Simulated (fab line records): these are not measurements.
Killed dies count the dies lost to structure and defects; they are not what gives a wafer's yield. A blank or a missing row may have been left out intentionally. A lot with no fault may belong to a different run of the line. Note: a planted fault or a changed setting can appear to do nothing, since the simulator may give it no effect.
Which of the tools did it?	flow gf180mcu	13 lots, 39 wafers sampled, at 4 steps of a route of 602

WHAT THE GAUGES READ, wafer by wafer
GF_MVPSD_OVL_MEAS_07.
lot	measured	on	MVPSD_OVL (nm)
L557	day 5 03:24	overlay-01	-1.7 -3.2 -0.8
L558	day 5 07:09	overlay-01	1.4 2.7 -1.1
L559	day 5 12:11	overlay-02	3.0 1.1 3.7
L562	day 6 06:50	overlay-02	1.6 2.2 -0.3
L564	day 6 19:10	overlay-02	2.1 -0.1 1.2
L565	day 6 23:34	overlay-02	-0.1 0.3 -1.6
L567	day 7 13:01	overlay-02	1.1 0.8 1.0
L568	day 7 20:53	overlay-02	1.0 2.5 0.5
L569	day 8 03:46	overlay-01	0.8 1.9 0.8
L576	day 9 22:19	overlay-02	-0.2 0.8 0.4
L577	day 10 05:31	overlay-01	3.8 1.9 1.2
L578	day 10 11:30	overlay-01	1.6 0.7 1.3
L579	day 10 17:28	overlay-02	0.0 2.2 1.5

GF_DUAL_GATE_THK_MEAS_03.
lot	measured	on	DUAL_GATE_OXIDATION_00_THK (nm)
L557	day 7 18:40	film-metro-03	11.12 11.22 11.02
L558	day 8 00:40	film-metro-02	10.81 10.79 10.60
L559	day 8 06:06	film-metro-02	10.87 10.76 10.97
L562	day 9 02:29	film-metro-04	10.75 10.82 10.75
L564	day 9 16:59	film-metro-03	10.83 10.68 10.75
L565	day 9 22:57	film-metro-02	11.33 11.35 11.22
L567	day 10 12:49	film-metro-04	10.58 10.77 10.83
L568	day 10 21:36	film-metro-02	10.29 10.32 10.26
L569	day 11 08:31	film-metro-04	10.59 10.45 10.55
L576	day 13 04:58	film-metro-04	10.85 10.82 10.95
L577	day 13 12:37	film-metro-02	10.64 10.86 10.71
L578	day 13 18:16	film-metro-03	11.14 11.06 11.17
L579	day 14 02:41	film-metro-04	10.94 11.08 10.87

GF_DUAL_GATE_OVL_MEAS_11.
lot	measured	on	DUAL_GATE_OVL (nm)
L557	day 8 10:37	overlay-02	-1.4 0.1 0.5
L558	day 8 17:04	overlay-01	2.0 1.0 2.3
L559	day 8 22:38	overlay-01	1.3 2.1 0.5
L562	day 9 19:41	overlay-02	2.4 2.0 3.3
L564	day 10 10:19	overlay-02	0.4 1.2 -0.1
L565	day 10 17:19	overlay-01	-0.6 0.7 0.9
L567	day 11 07:43	overlay-01	-0.4 0.5 -0.9
L568	day 11 16:04	overlay-01	0.4 0.4 1.9
L569	day 12 02:32	overlay-01	2.4 0.7 -0.1
L576	day 14 01:04	overlay-02	1.7 1.1 0.9
L577	day 14 08:38	overlay-01	1.6 1.9 0.3
L578	day 14 15:01	overlay-01	-1.3 0.2 -0.7
L579	day 14 23:34	overlay-02	-1.2 0.0 -0.8

TOOL THAT RAN EACH LOT (tool first, then ch and the chambers of the sampled wafers, then the start)
lot	GF_MVPSD_STRIP_10
L557	plasma-asher-03 ch 0,1, day 5 03:44
L558	plasma-asher-04 ch 0,1, day 5 07:29
L559	plasma-asher-04 ch 0,1, day 5 12:31
L562	plasma-asher-03 ch 1, day 6 07:10
L564	plasma-asher-04 ch 0,1, day 6 19:29
L565	plasma-asher-03 ch 0,1, day 6 23:53
L567	plasma-asher-04 ch 0,1, day 7 13:22
L568	plasma-asher-01 ch 0,1, day 7 21:13
L569	plasma-asher-03 ch 0,1, day 8 04:05
L576	plasma-asher-03 ch 1, day 9 22:38
L577	plasma-asher-04 ch 0,1, day 10 05:50
L578	plasma-asher-03 ch 0,1, day 10 11:50
L579	plasma-asher-03 ch 0,1, day 10 17:50
- GF_MVPSD_STRIP_10: strips in O2/N2.

AS READ BY THE TOOLS THEMSELVES (means over the sampled wafers that have a number; for cases with no such wafer, the mark the record gives instead)
GF_MVPSD_STRIP_10.
lot	tool	drypump-motor-current-A (A)	heater-power-w (W)	oes-product-au (a.u.)	strip-time-to-endpoint-s (s)
L557	plasma-asher-03	5.6	364	0.719	36.93
L558	plasma-asher-04	5.6	298	0.721	37.02
L559	plasma-asher-04	5.4	288	0.720	36.87
L562	plasma-asher-03	5.4	397	0.727	36.98
L564	plasma-asher-04	5.4	288	0.721	36.98
L565	plasma-asher-03	5.8	332	0.720	36.92
L567	plasma-asher-04	5.6	300	0.889	-
L568	plasma-asher-01	5.5	329	0.718	36.89
L569	plasma-asher-03	5.6	368	0.724	36.98
L576	plasma-asher-03	5.4	398	0.721	36.98
L577	plasma-asher-04	5.4	288	0.725	36.88
L578	plasma-asher-03	5.8	330	0.723	37.04
L579	plasma-asher-03	5.8	336	0.726	36.83

THE ANSWER, worked out from the rows above alone
Rule: usual is defined by the lots themselves. Put in order of their means at a reading, lots are off if they are a third of the lots or fewer, leave a main group of 4 or more, and stand apart from it by a gap of 3 or more times the standard deviation of the main group's means; of several such gaps the widest counts. The tables above print the reading to a certain number of digits; a main group whose means all agree to those digits is not used. A lot without any number at a reading at which 4 lots or more have one is off too. Any other lot the step has rows for is counted as sound. After the gauges, taken in route order, come the tools' own readings; for these a lot's mean is taken, as printed above. The first step at which some lot is off is used, and at that step the reading that is off furthest; a lot without a number counts as furthest.
Off, at GF_MVPSD_STRIP_10 on strip-time-to-endpoint-s: L567. Without a number there: L567. Mean 36.94 s and standard deviation 0.062 in the main group.
If a tool, at that step or one of the process steps before it, ran each lot that is off and ran no sound lot following the first of them, it fits. No candidate that was tried fits.

WHAT THE SIMULATOR HAD PUT IN
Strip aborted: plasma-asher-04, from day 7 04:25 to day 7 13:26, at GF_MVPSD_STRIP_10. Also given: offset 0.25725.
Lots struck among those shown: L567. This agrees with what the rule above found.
